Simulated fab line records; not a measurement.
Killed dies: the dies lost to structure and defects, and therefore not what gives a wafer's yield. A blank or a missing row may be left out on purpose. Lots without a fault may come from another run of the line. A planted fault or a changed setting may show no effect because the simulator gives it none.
Chamber matching | flow sfq-line | 4 sister chambers for SFQ_TRILAYER_I6_CMP_CMP_166 on cmp-02
The step polishes SiO2. 4 wafers are shown with their chamber, then 7 later ones without.

## WAFERS WITH THEIR CHAMBER
wafer  | chamber | motor-current-A (A)
L639.4 | 3       | 9.7
L639.6 | 2       | 10.1
L641.3 | 1       | 9.2
L641.5 | 0       | 9.1

## WAFERS WITH NO CHAMBER GIVEN
wafer  | motor-current-A (A)
L641.6 | 10.0
L643.4 | 9.7
L643.5 | 9.7
L643.6 | 9.5
L644.4 | 10.3
L644.1 | 9.2
L644.6 | 10.0

## WHICH CHAMBER EACH ONE RAN IN
wafer  | from the rows above          | in truth
L641.6 | can't be placed: 2 or 3      | 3
L643.4 | 3                            | 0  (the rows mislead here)
L643.5 | 3                            | 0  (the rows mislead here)
L643.6 | can't be placed: 3 or 1 or 0 | 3
L644.4 | 2                            | 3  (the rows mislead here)
L644.1 | can't be placed: 1 or 0      | 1
L644.6 | can't be placed: 2 or 3      | 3
Placed correctly: 0 of 7. These rows do not allow placing 4 (true chamber among the candidates in 4). Number placed wrongly: 3.
How it was worked out, from the rows above alone: a wafer's distance from a chamber is the root of the sum, over the readings, of the square of ((its reading less the chamber's mean) divided by the reading's scatter). The wafer belongs to the nearest chamber; if the next one is less than 2 further off, it can't be placed. Each chamber's mean is taken over the wafers shown for it. The scatter: root of mean squared gap, hidden wafer to nearest shown wafer, with one shown wafer a chamber.
